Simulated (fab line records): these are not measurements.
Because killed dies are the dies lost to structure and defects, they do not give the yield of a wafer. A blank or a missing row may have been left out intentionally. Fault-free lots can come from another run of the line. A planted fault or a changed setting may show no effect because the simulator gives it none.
Which of the tools did it? ; flow gf180mcu ; Sampling: 13 lots, 39 wafers, 5 of 602 route steps

## WHAT THE GAUGES SHOWED, per wafer
GF_VT_IMPLANT_RS_MEAS_48: measurement is done with a four-point probe.
lot;measured;on;LVPWELL_RS (ohm/sq)
L921;day 7 20:26;film-metro-04;1194.8 1193.9 1199.8
L923;day 8 11:28;film-metro-04;1199.4 1199.4 1198.5
L926;day 9 06:56;film-metro-01;1198.8 1192.7 1196.4
L927;day 9 14:58;film-metro-03;1197.7 1196.2 1194.8
L931;day 10 14:31;film-metro-04;1201.2 1199.4 1198.4
L932;day 10 23:26;film-metro-04;1201.7 1199.8 1196.3
L935;day 11 18:26;film-metro-04;1198.9 1199.9 1196.6
L936;day 11 22:43;film-metro-03;1176.7 1175.8 1177.1
L937;day 12 10:22;film-metro-04;1199.4 1201.2 1197.5
L938;day 12 16:05;film-metro-04;1179.6 1176.7 1176.1
L939;day 12 21:41;film-metro-03;1192.2 1194.4 1195.9
L942;day 13 18:51;film-metro-04;1198.8 1196.3 1199.2
L943;day 13 23:25;film-metro-04;1199.2 1195.3 1200.8

GF_V4_THK_MEAS_25: measures by xrf.
lot;measured;on;V4_W_THK (nm)
L921;day 24 20:14;film-metro-03;356 357 354
L923;day 25 12:38;film-metro-03;353 355 352
L926;day 26 12:30;film-metro-03;354 352 354
L927;day 26 23:53;film-metro-04;346 353 350
L931;day 28 02:14;film-metro-04;356 351 352
L932;day 28 10:53;film-metro-01;358 353 356
L935;day 29 05:35;film-metro-03;353 348 347
L936;day 29 12:17;film-metro-04;351 352 356
L937;day 29 20:57;film-metro-04;350 353 354
L938;day 30 01:20;film-metro-04;351 358 355
L939;day 30 11:41;film-metro-03;356 356 356
L942;day 31 07:21;film-metro-04;354 357 356
L943;day 31 07:07;film-metro-01;355 357 350

GF_M5_CD_MEAS_07: target cd 280 nm.
lot;measured;on;cd-nm (nm)
L921;day 26 15:14;cd-sem-01;282.0 281.6 279.6
L923;day 27 07:17;cd-sem-02;281.4 282.5 281.6
L926;day 28 06:30;cd-sem-02;280.4 281.5 282.6
L927;day 28 16:40;cd-sem-01;278.3 280.2 281.3
L931;day 29 16:56;cd-sem-02;279.7 278.3 280.0
L932;day 30 01:32;cd-sem-01;280.4 279.5 280.8
L935;day 30 18:38;cd-sem-02;281.2 282.1 281.9
L936;day 31 01:53;cd-sem-01;280.7 280.8 280.5
L937;day 31 09:23;cd-sem-02;279.7 279.3 280.6
L938;day 31 13:50;cd-sem-02;280.2 280.2 279.8
L939;day 31 23:14;cd-sem-02;278.4 278.0 278.3
L942;day 32 18:21;cd-sem-02;279.8 279.2 281.2
L943;day 32 17:44;cd-sem-02;278.1 279.3 279.5

## TOOL THAT RAN EACH LOT (tool first, then ch and the chambers of the sampled wafers, then the start)
lot;GF_LVPWELL_IMPLANT_08;GF_V4_STRIP_18
L921;implanter-03 ch 0, day 4 02:16;plasma-asher-02 ch 0,1, day 24 19:16
L923;implanter-03 ch 0, day 4 13:58;plasma-asher-04 ch 0,1, day 25 11:46
L926;implanter-02 ch 0, day 5 07:27;plasma-asher-04 ch 0,1, day 26 11:37
L927;implanter-04 ch 0, day 5 13:02;plasma-asher-02 ch 0,1, day 26 23:00
L931;implanter-02 ch 0, day 6 09:40;plasma-asher-02 ch 0,1, day 28 01:22
L932;implanter-02 ch 0, day 6 16:19;plasma-asher-04 ch 0,1, day 28 10:02
L935;implanter-02 ch 0, day 7 08:22;plasma-asher-02 ch 0,1, day 29 04:43
L936;implanter-02 ch 0, day 7 12:55;plasma-asher-03 ch 0,1, day 29 11:22
L937;implanter-04 ch 0, day 7 21:58;plasma-asher-02 ch 0,1, day 29 20:04
L938;implanter-02 ch 0, day 8 02:58;plasma-asher-04 ch 0,1, day 30 00:28
L939;implanter-04 ch 0, day 8 07:42;plasma-asher-04 ch 0,1, day 30 10:23
L942;implanter-04 ch 0, day 9 01:27;plasma-asher-02 ch 0,1, day 31 06:28
L943;implanter-04 ch 0, day 9 06:28;plasma-asher-03 ch 0,1, day 31 05:55
- GF_LVPWELL_IMPLANT_08
- GF_V4_STRIP_18: strips in O2/N2.

## WHAT THE TOOLS THEMSELVES READ (means of the sampled wafers that have a number; where no wafer has one, the mark that the record gives instead)
GF_LVPWELL_IMPLANT_08.
lot;tool;dose-ions-cm2
L921;implanter-03;1.5e+13
L923;implanter-03;1.5e+13
L926;implanter-02;1.5e+13
L927;implanter-04;1.5e+13
L931;implanter-02;1.5e+13
L932;implanter-02;1.5e+13
L935;implanter-02;1.5e+13
L936;implanter-02;1.6e+13
L937;implanter-04;1.5e+13
L938;implanter-02;1.6e+13
L939;implanter-04;1.5e+13
L942;implanter-04;1.5e+13
L943;implanter-04;1.5e+13

GF_V4_STRIP_18.
lot;tool;drypump-motor-current-A (A);heater-power-w (W);oes-product-au (a.u.)
L921;plasma-asher-02;6.0;313;0.598
L923;plasma-asher-04;5.9;329;0.590
L926;plasma-asher-04;5.9;323;0.590
L927;plasma-asher-02;6.2;313;0.594
L931;plasma-asher-02;6.0;312;0.594
L932;plasma-asher-04;5.8;329;0.590
L935;plasma-asher-02;6.0;311;0.593
L936;plasma-asher-03;5.2;314;0.589
L937;plasma-asher-02;6.2;313;0.596
L938;plasma-asher-04;5.9;323;0.586
L939;plasma-asher-04;5.8;328;0.593
L942;plasma-asher-02;6.0;311;0.593
L943;plasma-asher-03;5.2;312;0.590

## THE ANSWER, worked out from the rows above alone
Rule: usual is defined by the lots themselves. The widest of any qualifying gaps counts: lots, ordered by their means at a reading, are off when they make up no more than a third of the lots, leave a main group of 4 or more, and stand apart from it by 3 or more times the standard deviation of that group's means. Not used: any main group whose means are identical at the precision the tables above print for the reading. A lot without any number at a reading at which 4 lots or more have one is off too. Where the step has rows for the other lots, those lots are counted as sound. After the gauges, taken in route order, come the tools' own readings; for these a lot's mean is taken, as printed above. At the first step where some lot is off, the reading lying furthest off is the one used; lots without a number count as furthest.
Off: L936, L938, seen at GF_VT_IMPLANT_RS_MEAS_48 (LVPWELL_RS). The main group: mean 1197.7 ohm/sq, standard deviation 1.7.
A tool fits if, at a process step before that reading, it ran every lot that is off, and no sound lot after the first of them. Those tools and the gauges at GF_VT_IMPLANT_RS_MEAS_48 are tried in the same way. One fits: implanter-02 at GF_LVPWELL_IMPLANT_08. A fault onset in the window from L935 (day 7 08:22, its last sound lot) to L936 (day 7 12:55, its first lot off) fits.
The tool's own readings at GF_LVPWELL_IMPLANT_08 bear it out: on the lots that are off they differ by more than 5 times the standard deviation of the sound lots' means. dose-ions-cm2 reads 1.6e+13 there against 1.5e+13 on the sound lots.

## WHAT THE SIMULATOR PUT IN
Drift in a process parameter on implanter-02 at GF_LVPWELL_IMPLANT_08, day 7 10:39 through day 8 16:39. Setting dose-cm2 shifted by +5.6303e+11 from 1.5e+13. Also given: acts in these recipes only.
Struck lots among those shown: L936, L938. The rule above found the same.
